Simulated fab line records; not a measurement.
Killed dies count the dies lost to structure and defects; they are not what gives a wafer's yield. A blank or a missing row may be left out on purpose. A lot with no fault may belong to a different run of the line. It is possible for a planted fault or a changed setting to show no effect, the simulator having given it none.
fab line records + flow sfqLine
record
- lots=6
- wafers=18
- lastDay=80
route steps=325 shown M7@293 I7@296
lots that met no fault: from a run of the same line without faults
startH: the number of hours between the record's first day and the start of the first shown wafer of the lot + waitH: time in hours since the lot's previous step + " repeats the value in the row above + L1.1+2: a row that stands for several wafers + - value missing, or start not given + * or withheld: withheld + < > ~ a bound
route shown NAME@n: NAME is a module with steps in the file, n the number in the route of the first one + usual: mean/standard deviation of fault-free wafers + same: alike in all rows + chamber/n: place in a boat + sites: the reading at each site + _std_site: how widely they spread, as a standard deviation + _edge_site: mean of outer sites minus mean of inner sites + radiusMm: how far each site lies from the wafer's centre + mask NAME#n: copy n + behind: tool/chamber where the wafer was last shaped + hold: reason for holding the lot/hours on hold/outcome of the hold + device: which transistor (n, p or np) failed to switch + end of line: the same wafers' tests at the end of the route + step lacking rows: just its recipe + killed: the dies lost at the first sort to structure and to defects; this is not the yield of the wafer + map: dies across one wafer; x = killed, . = not, _ = none there
set.NAME: the setting the step ran with; set.NAME@STEP: the setting that earlier step ran with + model.NAME: the simulator's own value behind a step, which no gauge read
lots at selected steps of the route; one table per step, one row per wafer
services: when a tool's chamber went out of use (startH, in hours from the record's first day, below 0 if earlier), for how many hours, and the reason
## steps
# step SFQ_TRILAYER_M7_ETCH_METAL_ETCH_180
# recipe
- target=Nb
- stopOn=SiO2
- maskMaterial=PR
- chemistry=Cl2/Ar
- targetDepthNm=240
- icpW=600
- biasW=80
- pressureMtorr=10
- timeS=120
# usual
- drypumpMotorCurrentA=5.9/0.46
- oesProductAu=0.896/0.0075
# same
- timeS=120
| lot.wafer | tool        | chamber | startH  | waitH | drypumpMotorCurrentA | oesProductAu | rfHoursCounterH |
|-----------|-------------|---------|---------|-------|----------------------|--------------|-----------------|
| L555.1    | rieMetal-03 | 0       | 1585.52 | 0.0   | 5.5                  | 0.890        | 105             |
| L555.2    | "           | 1       | "       | "     | 6.3                  | 0.900        | 68              |
| L555.3    | "           | 1       | "       | "     | 6.3                  | 0.902        | -               |
| L558.3    | rieMetal-02 | 1       | 1619.13 | 0.1   | 5.2                  | 0.896        | -               |
| L558.5    | "           | 1       | "       | "     | 5.2                  | 0.882        | -               |
| L558.6    | "           | 0       | "       | "     | 6.5                  | 0.884        | -               |
| L566.1    | rieMetal-04 | 1       | 1771.24 | 0.0   | 5.7                  | 0.894        | 126             |
| L566.3    | "           | 0       | "       | "     | 6.3                  | 0.904        | -               |
| L566.4    | "           | 1       | "       | "     | 5.7                  | 0.904        | -               |
| L567.2    | rieMetal-03 | 0       | 1772.46 | 0.1   | 5.5                  | 0.890        | 130             |
| L567.3    | "           | 0       | "       | "     | 5.5                  | 0.887        | -               |
| L567.4    | "           | 1       | "       | "     | 6.3                  | 0.894        | -               |
| L569.1    | rieMetal-04 | 0       | 1774.84 | 0.0   | 6.3                  | 0.890        | 30              |
| L569.4    | "           | 0       | "       | "     | 6.3                  | 0.904        | -               |
| L569.6    | "           | 1       | "       | "     | 5.7                  | 0.898        | -               |
| L571.4    | rieMetal-02 | 0       | 1778.48 | 0.1   | 6.5                  | 0.904        | -               |
| L571.5    | "           | 0       | "       | "     | 6.5                  | 0.892        | -               |
| L571.6    | "           | 1       | "       | "     | 5.2                  | 0.894        | -               |
# step SFQ_TRILAYER_M7_STRIP_STRIP_181
# recipe
- gas=O2
- powerW=200
- platenTempC=40
- overashFraction=0.65
- chemistry=O2
- pressureMtorr=50
# usual
- drypumpMotorCurrentA=5.9/0.46
- oesProductAu=1.005/0.0089
# same
- overashFraction=0.65
| lot.wafer | tool        | chamber | startH  | waitH | drypumpMotorCurrentA | oesProductAu | rfHoursCounterH |
|-----------|-------------|---------|---------|-------|----------------------|--------------|-----------------|
| L555.1    | rieMetal-03 | 0       | 1585.64 | 0.1   | 5.6                  | 1.004        | 105             |
| L555.2    | "           | 1       | "       | "     | 6.3                  | 1.014        | 69              |
| L555.3    | "           | 1       | "       | "     | 6.3                  | 1.010        | -               |
| L558.3    | rieMetal-02 | 1       | 1619.41 | 0.2   | 5.2                  | 1.017        | -               |
| L558.5    | "           | 1       | "       | "     | 5.2                  | 1.017        | -               |
| L558.6    | "           | 0       | "       | "     | 6.5                  | 1.013        | -               |
| L566.1    | rieMetal-04 | 1       | 1771.36 | 0.1   | 5.7                  | 0.999        | 126             |
| L566.3    | "           | 0       | "       | "     | 6.3                  | 1.003        | -               |
| L566.4    | "           | 1       | "       | "     | 5.7                  | 1.000        | -               |
| L567.2    | rieMetal-03 | 0       | 1772.63 | 0.1   | 5.6                  | 0.994        | 130             |
| L567.3    | "           | 0       | "       | "     | 5.6                  | 0.988        | -               |
| L567.4    | "           | 1       | "       | "     | 6.3                  | 1.014        | -               |
| L569.1    | rieMetal-04 | 0       | 1774.96 | 0.1   | 6.3                  | 1.015        | 30              |
| L569.4    | "           | 0       | "       | "     | 6.3                  | 1.010        | -               |
| L569.6    | "           | 1       | "       | "     | 5.7                  | 1.004        | -               |
| L571.4    | rieMetal-02 | 0       | 1778.76 | 0.2   | 6.5                  | 1.017        | -               |
| L571.5    | "           | 0       | "       | "     | 6.5                  | 1.018        | -               |
| L571.6    | "           | 1       | "       | "     | 5.2                  | 1.009        | -               |
# step SFQ_TRILAYER_M7_STRIP_SOLV_CLEAN_182
# recipe
- chemistry=NMP
- tempC=70
- timeS=600
# step SFQ_TRILAYER_I7_DEP_PECVD_183
# recipe
- material=SiO2
- tempC=150
- timeS=111.11
- pressureTorr=2.4
- rfW=183.3
- precursor=SiH4/N2O
- targetThkNm=500
# usual
- heaterPowerW=83/9.9
- throttleValvePct=25.0/1.4
# same
- timeS=111.11
| lot.wafer | tool     | chamber | startH  | waitH | heaterPowerW | throttleValvePct |
|-----------|----------|---------|---------|-------|--------------|------------------|
| L555.1    | pecvd-01 | 2       | 1586.42 | 0.0   | 79           | 27.1             |
| L555.2    | "        | 1       | "       | "     | 94           | 25.1             |
| L555.3    | "        | 2       | "       | "     | 81           | 27.2             |
| L558.3    | pecvd-02 | 0       | 1619.99 | 0.0   | 88           | 26.9             |
| L558.5    | "        | 1       | "       | "     | 77           | 24.2             |
| L558.6    | "        | 0       | "       | "     | 87           | 26.6             |
| L566.1    | pecvd-04 | 2       | 1772.14 | 0.0   | 82           | 23.6             |
| L566.3    | "        | 0       | "       | "     | 104          | 23.6             |
| L566.4    | "        | 2       | "       | "     | 88           | 23.4             |
| L567.2    | pecvd-01 | 0       | 1773.60 | 0.0   | 80           | 23.8             |
| L567.3    | "        | 1       | "       | "     | 92           | 22.6             |
| L567.4    | "        | 2       | "       | "     | 84           | 24.0             |
| L569.1    | pecvd-04 | 2       | 1775.74 | 0.0   | 87           | 23.1             |
| L569.4    | "        | 2       | "       | "     | 91           | 23.2             |
| L569.6    | "        | 0       | "       | "     | 102          | 23.8             |
| L571.4    | pecvd-02 | 2       | 1779.38 | 0.0   | 57           | 26.1             |
| L571.5    | "        | 1       | "       | "     | 85           | 24.7             |
| L571.6    | "        | 0       | "       | "     | 92           | 27.9             |
# step SFQ_TRILAYER_I7_CMP_CMP_184
# recipe
- material=SiO2
- downForcePsi=3
- platenRpm=60
- padVelocityMS=0.94248
# usual
- motorCurrentA=10.3/0.84
- timeToEndpointS=216/7.2
| lot.wafer | tool   | chamber | startH  | waitH | motorCurrentA | timeToEndpointS |
|-----------|--------|---------|---------|-------|---------------|-----------------|
| L555.3    | cmp-02 | 3       | 1586.54 | 0.0   | 9.6           | 210             |
| L555.2    | "      | 0       | "       | "     | 11.1          | 215             |
| L555.1    | "      | 1       | "       | "     | 8.6           | 216             |
| L558.3    | cmp-02 | 0       | 1623.52 | 3.5   | 10.0          | 209             |
| L558.5    | "      | 1       | "       | "     | 8.6           | 218             |
| L558.6    | "      | 2       | "       | "     | 9.8           | 215             |
| L566.4    | cmp-02 | 3       | 1773.27 | 1.1   | 9.8           | 215             |
| L566.1    | "      | 1       | 1774.27 | 2.1   | 9.3           | 220             |
| L566.3    | "      | 2       | "       | "     | 10.1          | 222             |
| L567.4    | cmp-02 | 0       | 1776.27 | 2.6   | 10.9          | 216             |
| L567.2    | "      | 1       | "       | "     | 8.9           | 223             |
| L567.3    | "      | 3       | 1777.77 | 4.1   | 10.3          | 219             |
| L569.1    | cmp-02 | 0       | 1779.77 | 4.0   | 10.4          | 208             |
| L569.4    | "      | 1       | "       | "     | 9.0           | 228             |
| L569.6    | "      | 0       | 1781.77 | 6.0   | 10.8          | 219             |
| L571.4    | cmp-02 | 0       | 1785.77 | 6.3   | 11.0          | 224             |
| L571.5    | "      | 3       | 1787.27 | 7.8   | 10.0          | 215             |
| L571.6    | "      | 0       | "       | "     | 10.5          | 220             |
# step SFQ_I7_BOW_MEAS_946
# recipe
- mode=bow
# usual
- I7_BOW=5/11
| lot.wafer | tool         | chamber | startH  | waitH | I7_BOW[um] |
|-----------|--------------|---------|---------|-------|------------|
| L555.1    | filmMetro-04 | -       | 1589.54 | 1.5   | 17         |
| L555.2    | "            | -       | "       | "     | 13         |
| L555.3    | "            | -       | "       | "     | 10         |
| L558.3    | filmMetro-04 | -       | 1625.06 | 1.0   | 3          |
| L558.5    | "            | -       | "       | "     | 23         |
| L558.6    | "            | -       | "       | "     | 22         |
| L566.1    | filmMetro-02 | -       | 1776.27 | 1.5   | 7          |
| L566.3    | "            | -       | "       | "     | 1          |
| L566.4    | "            | -       | "       | "     | -1         |
| L567.2    | filmMetro-03 | -       | 1779.29 | 2.0   | 9          |
| L567.3    | "            | -       | "       | "     | 9          |
| L567.4    | "            | -       | "       | "     | 3          |
| L569.1    | filmMetro-04 | -       | 1782.27 | 2.0   | 6          |
| L569.4    | "            | -       | "       | "     | 4          |
| L569.6    | "            | -       | "       | "     | 2          |
| L571.4    | filmMetro-03 | -       | 1788.33 | 2.1   | -9         |
| L571.5    | "            | -       | "       | "     | -4         |
| L571.6    | "            | -       | "       | "     | -11        |
# step SFQ_TRILAYER_I7_METRO_MEASURE_185
# usual
- thkNm=200.0/0.89
| lot.wafer | tool         | chamber | startH  | waitH | thkNm |
|-----------|--------------|---------|---------|-------|-------|
| L555.1    | filmMetro-04 | -       | 1589.66 | 0.1   | 200.2 |
| L555.2    | "            | -       | "       | "     | 199.1 |
| L555.3    | "            | -       | "       | "     | 199.4 |
| L558.3    | filmMetro-04 | -       | 1625.54 | 0.5   | 200.0 |
| L558.5    | "            | -       | "       | "     | 201.7 |
| L558.6    | "            | -       | "       | "     | 200.7 |
| L566.1    | filmMetro-02 | -       | 1776.39 | 0.1   | 201.5 |
| L566.3    | "            | -       | "       | "     | 199.9 |
| L566.4    | "            | -       | "       | "     | 200.2 |
| L567.2    | filmMetro-03 | -       | 1779.59 | 0.3   | 201.9 |
| L567.3    | "            | -       | "       | "     | 200.3 |
| L567.4    | "            | -       | "       | "     | 200.8 |
| L569.1    | filmMetro-04 | -       | 1782.39 | 0.1   | 199.7 |
| L569.4    | "            | -       | "       | "     | 200.4 |
| L569.6    | "            | -       | "       | "     | 200.1 |
| L571.4    | filmMetro-03 | -       | 1788.99 | 0.6   | 200.0 |
| L571.5    | "            | -       | "       | "     | 199.3 |
| L571.6    | "            | -       | "       | "     | 199.3 |
# step SFQ_TRILAYER_I7_VIA_LITHO_COAT_192
# recipe
- resist=BARC
- spinRpm=3000
- resistThkNm=62
# step SFQ_TRILAYER_I7_VIA_LITHO_COAT_187
# recipe
- resist=KrF
- spinRpm=3000
- resistThkNm=650
# step SFQ_TRILAYER_I7_VIA_LITHO_SOFTBAKE_191
# recipe
- tempC=withheld
- timeS=withheld
- resist=KrF
# step SFQ_TRILAYER_I7_VIA_LITHO_EXPOSE_188
# recipe
- maskId=I7
- na=0.6
- sourceShape=conventional
- sigmaOuter=0.65
- targetCdNm=1000
- doseMj=21.3
# step SFQ_TRILAYER_I7_VIA_LITHO_PEB_190
# recipe
- pebTempC=115
- pebTimeS=60
- resist=KrF
# step SFQ_TRILAYER_I7_VIA_LITHO_DEVELOP_189
# recipe
- timeS=60
- resist=KrF
# usual
- chillPlateTempC=23.00/0.099
- exhaustPa=44.9/0.88
- timeS=60/0
| lot.wafer | tool          | chamber | startH  | waitH | chillPlateTempC | exhaustPa | timeS | model.KrF_of_TRILAYER_I7_VIA_LITHO_COAT_187.thkNm |
|-----------|---------------|---------|---------|-------|-----------------|-----------|-------|---------------------------------------------------|
| L555.1    | lithoTrack-03 | 0       | 1592.96 | 0.1   | 22.79           | 45.1      | 60    | 623.6                                             |
| L555.2    | "             | 0       | "       | "     | 23.00           | 43.6      | 60    | 622.7                                             |
| L555.3    | "             | 0       | "       | "     | 22.87           | 45.5      | 60    | 625.2                                             |
| L558.3    | lithoTrack-01 | 0       | 1631.02 | 0.1   | 22.93           | 45.5      | 60    | 624.5                                             |
| L558.5    | "             | 0       | "       | "     | 22.99           | 44.9      | 60    | 624.9                                             |
| L558.6    | "             | 0       | "       | "     | 23.02           | 43.6      | 60    | 623.7                                             |
| L566.1    | lithoTrack-01 | -       | 1846.75 | 0.1   | -               | -         | -     | 652.7                                             |
| L566.3    | "             | -       | "       | "     | -               | -         | -     | 652.2                                             |
| L566.4    | "             | -       | "       | "     | -               | -         | -     | 651.1                                             |
| L567.2    | lithoTrack-01 | -       | 1849.17 | 0.1   | -               | -         | -     | 650.5                                             |
| L567.3    | "             | -       | "       | "     | -               | -         | -     | 650.8                                             |
| L567.4    | "             | -       | "       | "     | -               | -         | -     | 650.2                                             |
| L569.1    | lithoTrack-03 | 0       | 1852.75 | 0.1   | 22.97           | 44.6      | 60    | 624.7                                             |
| L569.4    | "             | 0       | "       | "     | 23.03           | 44.4      | 60    | 623.9                                             |
| L569.6    | "             | 0       | "       | "     | 22.99           | 44.8      | 60    | 623.7                                             |
| L571.4    | lithoTrack-03 | 0       | 1857.62 | 0.1   | 23.08           | 43.1      | 60    | 623.3                                             |
| L571.5    | "             | 0       | "       | "     | 23.11           | 42.9      | 60    | 624.7                                             |
| L571.6    | "             | 0       | "       | "     | 23.10           | 43.6      | 60    | 625.8                                             |
# step SFQ_I7_OVL_MEAS_947
# usual
- I7_OVL=2/4.5
| lot.wafer | tool       | chamber | startH  | waitH | I7_OVL[nm] |
|-----------|------------|---------|---------|-------|------------|
| L555.1    | overlay-02 | -       | 1593.11 | 0.1   | 9          |
| L555.2    | "          | -       | "       | "     | -3         |
| L555.3    | "          | -       | "       | "     | 5          |
| L558.3    | overlay-01 | -       | 1631.13 | 0.1   | 3          |
| L558.5    | "          | -       | "       | "     | 2          |
| L558.6    | "          | -       | "       | "     | 2          |
| L566.1    | overlay-02 | -       | 1846.90 | 0.1   | -          |
| L566.3    | "          | -       | "       | "     | -          |
| L566.4    | "          | -       | "       | "     | -          |
| L567.2    | overlay-02 | -       | 1849.31 | 0.1   | -          |
| L567.3    | "          | -       | "       | "     | -          |
| L567.4    | "          | -       | "       | "     | -          |
| L569.1    | overlay-02 | -       | 1852.90 | 0.1   | -4         |
| L569.4    | "          | -       | "       | "     | 1          |
| L569.6    | "          | -       | "       | "     | -2         |
| L571.4    | overlay-02 | -       | 1857.72 | 0.1   | 6          |
| L571.5    | "          | -       | "       | "     | 12         |
| L571.6    | "          | -       | "       | "     | 9          |
## services
| tool         | chamber | startH  | hours | kind   |
|--------------|---------|---------|-------|--------|
| cmp-02       | -       | 1563.31 | 1.3   | repair |
| pecvd-01     | 0       | 1575.88 | 27.7  | repair |
| rieMetal-04  | -       | 1576.27 | 0.4   | repair |
| cmp-02       | -       | 1602.82 | 4.0   | pm     |
| rieMetal-02  | -       | 1603.00 | 3.8   | repair |
| cmp-02       | -       | 1611.48 | 0.3   | repair |
| filmMetro-04 | -       | 1623.66 | 0.3   | pm     |
| rieMetal-02  | -       | 1624.61 | 2.8   | pm     |
| cmp-02       | -       | 1642.71 | 5.2   | repair |
| rieMetal-03  | -       | 1649.64 | 4.3   | pm     |
| rieMetal-03  | 0       | 1660.05 | 4.1   | repair |
| rieMetal-02  | 1       | 1699.75 | 17.9  | repair |
| rieMetal-03  | 0       | 1702.99 | 9.1   | repair |
| rieMetal-03  | -       | 1709.06 | 2.0   | repair |
| cmp-02       | -       | 1720.66 | 1.4   | repair |
| filmMetro-04 | -       | 1721.27 | 1.1   | pm     |
| rieMetal-04  | 0       | 1758.31 | 10.0  | repair |
| rieMetal-03  | -       | 1758.80 | 0.3   | repair |
| cmp-02       | -       | 1769.41 | 0.6   | repair |
| filmMetro-04 | -       | 1784.66 | 0.4   | pm     |
| rieMetal-02  | -       | 1790.84 | 0.2   | repair |
| filmMetro-04 | -       | 1811.01 | 9.3   | repair |
| rieMetal-04  | -       | 1824.80 | 1.0   | repair |
| cmp-02       | -       | 1839.26 | 0.2   | repair |
## key
firstSign
- step=SFQ_TRILAYER_I7_VIA_LITHO_DEVELOP_189
- reading=toolRecord
- direction=missing
effect none on later readings
modelEffect
- step=SFQ_TRILAYER_I7_VIA_LITHO_DEVELOP_189
- value=KrF_of_TRILAYER_I7_VIA_LITHO_COAT_187.thkNm
- without=625.9
- struck=651.2
metAt SFQ_TRILAYER_I7_VIA_LITHO_DEVELOP_189
struckWafers L566.1,L566.3,L566.4,L567.2,L567.3,L567.4
onsetBetween 1631.02 1846.75
fault
- kind=skippedStepWhole
- tool=lithoTrack-01
- chamber=-
- onsetH=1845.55
- steps=SFQ_TRILAYER_I7_VIA_LITHO_DEVELOP_189
- scope=struckLotsOnly
